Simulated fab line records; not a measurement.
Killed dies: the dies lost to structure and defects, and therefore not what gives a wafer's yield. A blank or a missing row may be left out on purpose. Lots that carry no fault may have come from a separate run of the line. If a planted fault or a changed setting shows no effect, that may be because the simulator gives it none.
Which tool did it? :: flow gf180mcu :: Sampling: 12 lots, 36 wafers, 5 of 602 route steps

== WHAT THE GAUGES SHOWED, per wafer ==
GF_MIM_RS_MEAS_10: uses a four-point probe to measure.
lot: L630
measured: day 24 09:32
on: film-metro-01
MIM_ALCU_RS (ohm/sq): 0.1605 0.1599 0.1607

lot: L635
measured: day 26 06:39
on: film-metro-01
MIM_ALCU_RS (ohm/sq): 0.1577 0.1592 0.1579

lot: L638
measured: day 27 04:41
on: film-metro-04
MIM_ALCU_RS (ohm/sq): 0.1602 0.1590 0.1595

lot: L639
measured: day 27 11:46
on: film-metro-04
MIM_ALCU_RS (ohm/sq): 0.1616 0.1602 0.1603

lot: L640
measured: day 27 18:32
on: film-metro-01
MIM_ALCU_RS (ohm/sq): 0.1578 0.1572 0.1602

lot: L644
measured: day 29 02:28
on: film-metro-04
MIM_ALCU_RS (ohm/sq): 0.1609 0.1609 0.1614

lot: L645
measured: day 29 14:48
on: film-metro-03
MIM_ALCU_RS (ohm/sq): 0.1565 0.1582 0.1580

lot: L646
measured: day 29 22:33
on: film-metro-01
MIM_ALCU_RS (ohm/sq): 0.1592 0.1644 0.1638

lot: L647
measured: day 30 06:50
on: film-metro-04
MIM_ALCU_RS (ohm/sq): 0.1626 0.1599 0.1608

lot: L650
measured: day 30 16:58
on: film-metro-04
MIM_ALCU_RS (ohm/sq): 0.1561 0.1583 0.1579

lot: L652
measured: day 31 08:29
on: film-metro-03
MIM_ALCU_RS (ohm/sq): 0.1595 0.1631 0.1611

lot: L653
measured: day 31 10:34
on: film-metro-04
MIM_ALCU_RS (ohm/sq): 0.1606 0.1600 0.1607

GF_V5_THK_MEAS_03.
lot: L630
measured: day 26 05:38
on: film-metro-01
V5_CVD_02_THK (nm): 1429 1470 1436

lot: L635
measured: day 28 00:23
on: film-metro-02
V5_CVD_02_THK (nm): 1448 1435 1461

lot: L638
measured: day 28 21:06
on: film-metro-03
V5_CVD_02_THK (nm): 1914 1909 1933

lot: L639
measured: day 29 04:37
on: film-metro-02
V5_CVD_02_THK (nm): 1900 1889 1933

lot: L640
measured: day 29 10:10
on: film-metro-03
V5_CVD_02_THK (nm): 1424 1428 1462

lot: L644
measured: day 30 16:19
on: film-metro-01
V5_CVD_02_THK (nm): 1455 1468 1486

lot: L645
measured: day 31 04:29
on: film-metro-01
V5_CVD_02_THK (nm): 1443 1419 1450

lot: L646
measured: day 31 12:06
on: film-metro-03
V5_CVD_02_THK (nm): 1431 1457 1454

lot: L647
measured: day 31 18:51
on: film-metro-03
V5_CVD_02_THK (nm): 1431 1427 1457

lot: L650
measured: day 32 03:50
on: film-metro-03
V5_CVD_02_THK (nm): 1436 1464 1461

lot: L652
measured: day 32 19:01
on: film-metro-02
V5_CVD_02_THK (nm): 1457 1458 1475

lot: L653
measured: day 32 21:30
on: film-metro-02
V5_CVD_02_THK (nm): 1405 1467 1429

== EACH LOT AND THE TOOL THAT RAN IT (in order: tool; ch and the chambers of the sampled wafers; start) ==
lot: L630
GF_V4_ETCH_16: rie-diel-01 ch 0,2,3, day 24 07:43
GF_V4_STRIP_18: plasma-asher-04 ch 0,1, day 24 07:53
GF_V5_CVD_02: pecvd-01 ch 0,2, day 26 05:31

lot: L635
GF_V4_ETCH_16: rie-diel-04 ch 0,2,3, day 26 04:47
GF_V4_STRIP_18: plasma-asher-01 ch 0,1, day 26 04:55
GF_V5_CVD_02: pecvd-04 ch 0,1,2, day 28 00:16

lot: L638
GF_V4_ETCH_16: rie-diel-02 ch 2,3, day 27 02:49
GF_V4_STRIP_18: plasma-asher-01 ch 0,1, day 27 03:01
GF_V5_CVD_02: pecvd-04 ch 1,2, day 28 20:59

lot: L639
GF_V4_ETCH_16: rie-diel-02 ch 0,2,3, day 27 09:58
GF_V4_STRIP_18: plasma-asher-03 ch 0,1, day 27 10:06
GF_V5_CVD_02: pecvd-04 ch 0,1,2, day 29 04:29

lot: L640
GF_V4_ETCH_16: rie-diel-02 ch 0,2,3, day 27 16:46
GF_V4_STRIP_18: plasma-asher-04 ch 0,1, day 27 16:54
GF_V5_CVD_02: pecvd-03 ch 0,1,2, day 29 10:03

lot: L644
GF_V4_ETCH_16: rie-diel-01 ch 0,1,3, day 29 00:39
GF_V4_STRIP_18: plasma-asher-03 ch 0,1, day 29 00:49
GF_V5_CVD_02: pecvd-03 ch 0,2, day 30 16:11

lot: L645
GF_V4_ETCH_16: rie-diel-02 ch 1,3, day 29 12:58
GF_V4_STRIP_18: plasma-asher-03 ch 0,1, day 29 13:06
GF_V5_CVD_02: pecvd-03 ch 0,1, day 31 04:20

lot: L646
GF_V4_ETCH_16: rie-diel-02 ch 1,3, day 29 20:41
GF_V4_STRIP_18: plasma-asher-04 ch 1, day 29 20:49
GF_V5_CVD_02: pecvd-04 ch 0,1,2, day 31 11:59

lot: L647
GF_V4_ETCH_16: rie-diel-04 ch 1,2,3, day 30 05:04
GF_V4_STRIP_18: plasma-asher-01 ch 0,1, day 30 05:12
GF_V5_CVD_02: pecvd-04 ch 0,2, day 31 18:44

lot: L650
GF_V4_ETCH_16: rie-diel-04 ch 0,1,2, day 30 15:10
GF_V4_STRIP_18: plasma-asher-01 ch 0,1, day 30 15:18
GF_V5_CVD_02: pecvd-04 ch 0,1,2, day 32 03:43

lot: L652
GF_V4_ETCH_16: rie-diel-04 ch 0,2, day 31 06:42
GF_V4_STRIP_18: plasma-asher-04 ch 0,1, day 31 06:50
GF_V5_CVD_02: pecvd-04 ch 0,1,2, day 32 18:53

lot: L653
GF_V4_ETCH_16: rie-diel-02 ch 0,2,3, day 31 08:46
GF_V4_STRIP_18: plasma-asher-01 ch 0,1, day 31 08:54
GF_V5_CVD_02: pecvd-03 ch 0,1, day 32 21:23
- GF_V4_ETCH_16: etches BARC in N2/H2.
- GF_V4_STRIP_18: strips in O2/N2.
- GF_V5_CVD_02: deposits SiO2 from TEOS, target thk 1450 nm, time 163.28 s.

== WHAT THE TOOLS THEMSELVES READ (means of the sampled wafers that have a number; where no wafer has one, the mark that the record gives instead) ==
GF_V4_ETCH_16.
lot: L630
tool: rie-diel-01
drypump-motor-current-A (A): 6.1
oes-product-au (a.u.): 0.852
throttle-valve-pct (%): 13.220

lot: L635
tool: rie-diel-04
drypump-motor-current-A (A): 5.8
oes-product-au (a.u.): 0.862
throttle-valve-pct (%): 13.226

lot: L638
tool: rie-diel-02
drypump-motor-current-A (A): 5.3
oes-product-au (a.u.): 0.857
throttle-valve-pct (%): 13.225

lot: L639
tool: rie-diel-02
drypump-motor-current-A (A): 5.6
oes-product-au (a.u.): 0.853
throttle-valve-pct (%): 13.233

lot: L640
tool: rie-diel-02
drypump-motor-current-A (A): 5.6
oes-product-au (a.u.): 0.860
throttle-valve-pct (%): 13.230

lot: L644
tool: rie-diel-01
drypump-motor-current-A (A): 6.2
oes-product-au (a.u.): 0.861
throttle-valve-pct (%): 13.227

lot: L645
tool: rie-diel-02
drypump-motor-current-A (A): 5.3
oes-product-au (a.u.): 0.854
throttle-valve-pct (%): 13.225

lot: L646
tool: rie-diel-02
drypump-motor-current-A (A): 5.2
oes-product-au (a.u.): 0.851
throttle-valve-pct (%): 13.220

lot: L647
tool: rie-diel-04
drypump-motor-current-A (A): 6.4
oes-product-au (a.u.): 0.854
throttle-valve-pct (%): 13.225

lot: L650
tool: rie-diel-04
drypump-motor-current-A (A): 5.9
oes-product-au (a.u.): 0.850
throttle-valve-pct (%): 13.224

lot: L652
tool: rie-diel-04
drypump-motor-current-A (A): 5.4
oes-product-au (a.u.): 0.858
throttle-valve-pct (%): 13.229

lot: L653
tool: rie-diel-02
drypump-motor-current-A (A): 5.6
oes-product-au (a.u.): 0.854
throttle-valve-pct (%): 13.225

GF_V4_STRIP_18.
lot: L630
tool: plasma-asher-04
drypump-motor-current-A (A): 5.96
heater-power-w (W): 377
o2-flow-sccm (sccm): 2998
oes-product-au (a.u.): 0.594

lot: L635
tool: plasma-asher-01
drypump-motor-current-A (A): 6.09
heater-power-w (W): 360
o2-flow-sccm (sccm): 2986
oes-product-au (a.u.): 0.592

lot: L638
tool: plasma-asher-01
drypump-motor-current-A (A): 6.19
heater-power-w (W): 355
o2-flow-sccm (sccm): 3000
oes-product-au (a.u.): 0.596

lot: L639
tool: plasma-asher-03
drypump-motor-current-A (A): 5.92
heater-power-w (W): 355
o2-flow-sccm (sccm): 2991
oes-product-au (a.u.): 0.593

lot: L640
tool: plasma-asher-04
drypump-motor-current-A (A): 5.77
heater-power-w (W): 367
o2-flow-sccm (sccm): 3009
oes-product-au (a.u.): 0.600

lot: L644
tool: plasma-asher-03
drypump-motor-current-A (A): 6.10
heater-power-w (W): 355
o2-flow-sccm (sccm): 3004
oes-product-au (a.u.): 0.595

lot: L645
tool: plasma-asher-03
drypump-motor-current-A (A): 6.11
heater-power-w (W): 349
o2-flow-sccm (sccm): 2994
oes-product-au (a.u.): 0.599

lot: L646
tool: plasma-asher-04
drypump-motor-current-A (A): 5.58
heater-power-w (W): 364
o2-flow-sccm (sccm): 3008
oes-product-au (a.u.): 0.594

lot: L647
tool: plasma-asher-01
drypump-motor-current-A (A): 6.17
heater-power-w (W): 356
o2-flow-sccm (sccm): 3011
oes-product-au (a.u.): 0.590

lot: L650
tool: plasma-asher-01
drypump-motor-current-A (A): 6.18
heater-power-w (W): 355
o2-flow-sccm (sccm): 2995
oes-product-au (a.u.): 0.590

lot: L652
tool: plasma-asher-04
drypump-motor-current-A (A): 5.77
heater-power-w (W): 370
o2-flow-sccm (sccm): 3002
oes-product-au (a.u.): 0.588

lot: L653
tool: plasma-asher-01
drypump-motor-current-A (A): 6.07
heater-power-w (W): 360
o2-flow-sccm (sccm): 3002
oes-product-au (a.u.): 0.589

GF_V5_CVD_02.
lot: L630
tool: pecvd-01
heater-power-w (W): 540

lot: L635
tool: pecvd-04
heater-power-w (W): 684

lot: L638
tool: pecvd-04
heater-power-w (W): 694

lot: L639
tool: pecvd-04
heater-power-w (W): 795

lot: L640
tool: pecvd-03
heater-power-w (W): 659

lot: L644
tool: pecvd-03
heater-power-w (W): 660

lot: L645
tool: pecvd-03
heater-power-w (W): 728

lot: L646
tool: pecvd-04
heater-power-w (W): 752

lot: L647
tool: pecvd-04
heater-power-w (W): 770

lot: L650
tool: pecvd-04
heater-power-w (W): 773

lot: L652
tool: pecvd-04
heater-power-w (W): 716

lot: L653
tool: pecvd-03
heater-power-w (W): 653

== THE ANSWER, worked out from the rows above alone ==
Rule: the usual values come from the lots themselves. Put in order of their means at a reading, lots are off if they are a third of the lots or fewer, leave a main group of 4 or more, and stand apart from it by a gap of 3 or more times the standard deviation of the main group's means; of several such gaps the widest counts. Not used: any main group whose means are identical at the precision the tables above print for the reading. A lot without any number at a reading at which 4 lots or more have one is off too. Any other lot the step has rows for is counted as sound. Order of review: gauges by route order, followed by the tools' own readings, for which a lot's mean as printed above is used. The first step at which some lot is off is used, and at that step the reading that is off furthest; a lot without a number counts as furthest.
Off: L638, L639, seen at GF_V5_THK_MEAS_03 (V5_CVD_02_THK). The main group has a mean of 1447 nm with a standard deviation of 11.
A tool fits if, at a process step before that reading, it ran every lot that is off, and no sound lot after the first of them. Gauges at GF_V5_THK_MEAS_03: tried the same way as those tools. Of those tried, none fits.

== WHAT WAS PUT IN BY THE SIMULATOR ==
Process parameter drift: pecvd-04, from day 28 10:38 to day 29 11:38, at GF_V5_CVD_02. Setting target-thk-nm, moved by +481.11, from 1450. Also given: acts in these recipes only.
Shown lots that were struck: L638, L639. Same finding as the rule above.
